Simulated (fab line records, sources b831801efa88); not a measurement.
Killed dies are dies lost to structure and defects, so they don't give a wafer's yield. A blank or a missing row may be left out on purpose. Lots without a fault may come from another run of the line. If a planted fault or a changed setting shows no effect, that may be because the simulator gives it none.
Tool commonality check / flow sfq_line / 45 wafers sampled across 15 lots

## THE REASON FOR OPENING IT
At SFQ_L0_RS_MEAS_901 the reading L0_MONX_KI_RS is flagged on 3 of 15 lots. Fault-free wafers read 43.5 ohm/sq, with a standard deviation of 0.47.
Rule: a lot is flagged in two cases, either no wafer of it has a number, or all its wafers with numbers fall more than 4 standard deviations from that mean. The other lots count as sound.

lot=L756; measured=day 1 12:35; on=film_metro-02; L0_MONX_KI_RS (ohm/sq), wafer by wafer=44.0 43.6 44.0; flag=
lot=L757; measured=day 1 17:36; on=film_metro-02; L0_MONX_KI_RS (ohm/sq), wafer by wafer=43.7 43.4 43.8; flag=
lot=L758; measured=day 1 22:35; on=film_metro-03; L0_MONX_KI_RS (ohm/sq), wafer by wafer=43.0 43.6 43.4; flag=
lot=L763; measured=day 2 23:35; on=film_metro-01; L0_MONX_KI_RS (ohm/sq), wafer by wafer=43.7 43.2 43.4; flag=
lot=L764; measured=day 3 04:35; on=film_metro-03; L0_MONX_KI_RS (ohm/sq), wafer by wafer=43.5 43.3 44.0; flag=
lot=L765; measured=day 3 09:34; on=film_metro-03; L0_MONX_KI_RS (ohm/sq), wafer by wafer=42.6 43.1 42.7; flag=
lot=L766; measured=day 3 14:36; on=film_metro-01; L0_MONX_KI_RS (ohm/sq), wafer by wafer=43.0 42.9 42.9; flag=
lot=L771; measured=day 4 15:35; on=film_metro-02; L0_MONX_KI_RS (ohm/sq), wafer by wafer=43.5 43.0 43.0; flag=
lot=L772; measured=day 4 20:34; on=film_metro-01; L0_MONX_KI_RS (ohm/sq), wafer by wafer=27.8 27.7 27.6; flag=FLAGGED
lot=L773; measured=day 5 01:34; on=film_metro-03; L0_MONX_KI_RS (ohm/sq), wafer by wafer=27.9 28.0 28.1; flag=FLAGGED
lot=L774; measured=day 5 06:34; on=film_metro-02; L0_MONX_KI_RS (ohm/sq), wafer by wafer=44.2 43.6 43.5; flag=
lot=L775; measured=day 5 11:35; on=film_metro-03; L0_MONX_KI_RS (ohm/sq), wafer by wafer=27.7 27.5 27.7; flag=FLAGGED
lot=L776; measured=day 5 16:34; on=film_metro-03; L0_MONX_KI_RS (ohm/sq), wafer by wafer=43.2 43.8 43.0; flag=
lot=L778; measured=day 6 02:34; on=film_metro-03; L0_MONX_KI_RS (ohm/sq), wafer by wafer=43.1 43.7 43.9; flag=
lot=L779; measured=day 6 07:34; on=film_metro-03; L0_MONX_KI_RS (ohm/sq), wafer by wafer=44.5 43.8 44.2; flag=
The numbers of the flagged lots are 27.8 ohm/sq on average: -15.7 ohm/sq against the usual, or -33 standard deviations.

## LOT BY LOT: THE TOOL USED
The record holds 1 process step before the reading, out of a route of 325 steps. Every cell lists first the tool, next ch and the chambers used by the sampled wafers, and last the start.
lot=L756; flag=; SFQ_TRILAYER_L0_DEP_SPUTTER_003=pvd_sputter-03, day 1 12:29
lot=L757; flag=; SFQ_TRILAYER_L0_DEP_SPUTTER_003=pvd_sputter-03, day 1 17:29
lot=L758; flag=; SFQ_TRILAYER_L0_DEP_SPUTTER_003=pvd_sputter-03, day 1 22:29
lot=L763; flag=; SFQ_TRILAYER_L0_DEP_SPUTTER_003=pvd_sputter-04, day 2 23:29
lot=L764; flag=; SFQ_TRILAYER_L0_DEP_SPUTTER_003=pvd_sputter-05, day 3 04:29
lot=L765; flag=; SFQ_TRILAYER_L0_DEP_SPUTTER_003=pvd_sputter-04, day 3 09:29
lot=L766; flag=; SFQ_TRILAYER_L0_DEP_SPUTTER_003=pvd_sputter-03, day 3 14:29
lot=L771; flag=; SFQ_TRILAYER_L0_DEP_SPUTTER_003=pvd_sputter-04, day 4 15:29
lot=L772; flag=FLAGGED; SFQ_TRILAYER_L0_DEP_SPUTTER_003=pvd_sputter-03, day 4 20:29
lot=L773; flag=FLAGGED; SFQ_TRILAYER_L0_DEP_SPUTTER_003=pvd_sputter-03, day 5 01:29
lot=L774; flag=; SFQ_TRILAYER_L0_DEP_SPUTTER_003=pvd_sputter-04, day 5 06:29
lot=L775; flag=FLAGGED; SFQ_TRILAYER_L0_DEP_SPUTTER_003=pvd_sputter-03, day 5 11:29
lot=L776; flag=; SFQ_TRILAYER_L0_DEP_SPUTTER_003=pvd_sputter-04, day 5 16:29
lot=L778; flag=; SFQ_TRILAYER_L0_DEP_SPUTTER_003=pvd_sputter-05, day 6 02:29
lot=L779; flag=; SFQ_TRILAYER_L0_DEP_SPUTTER_003=pvd_sputter-05, day 6 07:29
What these steps do:
- SFQ_TRILAYER_L0_DEP_SPUTTER_003: material MoNx KI, target thk 40 nm, time 100 s.
- SFQ_L0_RS_MEAS_901: measures by four-point-probe.

## FLAGGED OVER TOTAL, TOOL BY TOOL (the gauges that took the reading come last)
step=SFQ_TRILAYER_L0_DEP_SPUTTER_003; tool=pvd_sputter-03; lots run=7; flagged=3; share of the flagged lots=all; sound lots run after its first flagged lot=0
step=SFQ_TRILAYER_L0_DEP_SPUTTER_003; tool=pvd_sputter-04; lots run=5; flagged=0; share of the flagged lots=none; sound lots run after its first flagged lot=-
step=SFQ_TRILAYER_L0_DEP_SPUTTER_003; tool=pvd_sputter-05; lots run=3; flagged=0; share of the flagged lots=none; sound lots run after its first flagged lot=-
step=SFQ_L0_RS_MEAS_901; tool=film_metro-01; lots run=3; flagged=1; share of the flagged lots=some; sound lots run after its first flagged lot=0
step=SFQ_L0_RS_MEAS_901; tool=film_metro-02; lots run=4; flagged=0; share of the flagged lots=none; sound lots run after its first flagged lot=-
step=SFQ_L0_RS_MEAS_901; tool=film_metro-03; lots run=8; flagged=2; share of the flagged lots=some; sound lots run after its first flagged lot=3 (L776,L778,L779)

## WHAT IS ALLOWED BY THE TABLE
1 row of the table ran every flagged lot: pvd_sputter-03 at SFQ_TRILAYER_L0_DEP_SPUTTER_003.
- pvd_sputter-03 at SFQ_TRILAYER_L0_DEP_SPUTTER_003: 3 of its 7 lots flagged. A fault beginning between L766 (day 3 14:29), its last sound lot, and L772 (day 4 20:29), its first flagged one, fits the data.
Left over: one tool, pvd_sputter-03 at SFQ_TRILAYER_L0_DEP_SPUTTER_003.

## WHAT THE SIMULATOR PUT IN
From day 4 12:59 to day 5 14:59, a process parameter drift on pvd_sputter-03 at SFQ_TRILAYER_L0_DEP_SPUTTER_003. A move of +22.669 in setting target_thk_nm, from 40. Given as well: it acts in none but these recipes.
Struck lots among those shown: L772, L773, L775. Same finding as the rule above.
